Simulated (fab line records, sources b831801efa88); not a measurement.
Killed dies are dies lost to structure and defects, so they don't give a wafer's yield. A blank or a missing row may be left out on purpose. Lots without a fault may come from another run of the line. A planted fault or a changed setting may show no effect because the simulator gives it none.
One fault seen from 2 desks | flow sky130 | each desk has only its own numbers; what lay behind them comes last

THE TOOL OWNER'S DESK: litho_track-03
The tool's own readings at SKY_METAL2_SOFTBAKE_11 (time 90 s): means of the sampled wafers that have a number, for each lot that ran on this tool. A lot is out of limits, marked OUT, if its mean lies more than 4 standard deviations from the usual mean; the brackets give that distance.
Columns: A = heater_power_total_W at SKY_METAL2_SOFTBAKE_11, usual 57.35 W; B = run_length_s at SKY_METAL2_SOFTBAKE_11, usual 119.2 s
lot  | first seen here | A                | B
L340 | day 34 13:00    | 57.22            | 119.6
L342 | day 35 09:00    | 57.31            | 119.6
L348 | day 37 13:00    | 58.03 (+6.2) OUT | 116.7 (-7.9) OUT
L351 | day 38 11:00    | 57.93 (+5.2) OUT | 116.5 (-8.3) OUT
L360 | day 41 07:00    | 57.35            | 119.5
This desk's finding: out of limits on L348, L351; first on L348, day 37 13:00 (heater_power_total_W at SKY_METAL2_SOFTBAKE_11). In limits: L340, L342, L360.

THE METROLOGY DESK
What the gauges read, lot by lot, whatever tool the lot ran on: means of the sampled wafers that have a number. A lot is out of limits, marked OUT, if its mean lies more than 4 standard deviations from the usual mean; the brackets give that distance.
Columns: A = VIA1_OVL at SKY_VIA1_OVL_MEAS_13, usual -2 nm; B = METAL2_ALCU_RS at SKY_METAL2_RS_MEAS_05, usual 0.1273 ohm/sq
lot  | first seen here | A  | B
L340 | day 33 22:54    | -6 | 0.1280
L341 | day 34 02:33    | -6 | 0.1259
L342 | day 34 19:09    | -6 | 0.1277
L343 | day 35 07:19    | 2  | 0.1268
L344 | day 35 09:22    | -1 | 0.1270
L348 | day 36 22:55    | -6 | 0.1262
L351 | day 37 21:04    | 2  | 0.1279
L355 | day 39 06:56    | -3 | 0.1291
L357 | day 39 10:19    | 1  | 0.1276
L359 | day 40 01:07    | 3  | 0.1258
L361 | day 40 10:36    | -3 | 0.1281
L360 | day 40 18:06    | 3  | 0.1271
L362 | day 41 03:25    | -7 | 0.1267
This desk's finding: nothing out of limits on any of the 13 lots.

PUT TOGETHER
The tool owner's desk could have raised an alarm at day 37 13:00, on L348, L351.
The metrology desk saw nothing out of limits.
The metrology desk has L348, L351 on record, within its limits.
Of the lots named, all ran SKY_METAL2_SOFTBAKE_11 on litho_track-03.

WHAT THE SIMULATOR HAD PUT IN
Process parameter drift: litho_track-03, from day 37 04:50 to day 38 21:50, at SKY_METAL2_SOFTBAKE_11. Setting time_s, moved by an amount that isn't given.
Lots struck among those shown: L348, L351.
Hours from the fault's start to each desk's first reading out of limits: the tool owner's desk, 8.
